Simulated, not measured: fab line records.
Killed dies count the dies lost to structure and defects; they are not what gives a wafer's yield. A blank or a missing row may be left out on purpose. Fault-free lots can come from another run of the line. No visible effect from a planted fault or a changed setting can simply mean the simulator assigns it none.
Matching of chambers | flow gf180mcu | 3 sister chambers for GF_MIM_CVD_05 on pecvd-04
The step deposits Si3N4, target thk 42 nm, time 29.086 s. 3 wafers are shown with their chamber, then 10 later ones without.

## WAFERS PAIRED WITH THEIR CHAMBERS
wafer  | chamber | heater_power_w (W)
L086.1 | 2       | 646
L086.4 | 1       | 556
L086.5 | 0       | 494

## WAFERS WHOSE CHAMBER IS MISSING
wafer  | heater_power_w (W)
L086.6 | 657
L088.1 | 548
L088.2 | 575
L088.4 | 567
L091.2 | 512
L091.3 | 643
L091.6 | 631
L093.1 | 567
L093.2 | 586
L093.5 | 688

## CHAMBER TAKEN BY EACH
wafer  | from the rows above     | in truth
L086.6 | 2                       | 2
L088.1 | 1                       | 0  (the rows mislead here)
L088.2 | 1                       | 1
L088.4 | 1                       | 1
L091.2 | can't be placed: 0 or 1 | 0
L091.3 | 2                       | 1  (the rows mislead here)
L091.6 | 2                       | 2
L093.1 | 1                       | 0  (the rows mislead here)
L093.2 | can't be placed: 1 or 2 | 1
L093.5 | 2                       | 2
Correctly placed: 5 of 10. Unplaceable from these rows: 2, with the true chamber sitting among the candidates in 2. 3 placed wrongly.
How it was worked out, from the rows above alone: a wafer's distance from a chamber is the root of the sum, over the readings, of the square of ((its reading less the chamber's mean) divided by the reading's scatter). The wafer belongs to the nearest chamber; if the next one is less than 2 further off, it can't be placed. A chamber's mean is the mean of its shown wafers. The scatter (one wafer shown for each chamber): square how far every hidden wafer sits from the nearest shown wafer, average those squares and take the square root.
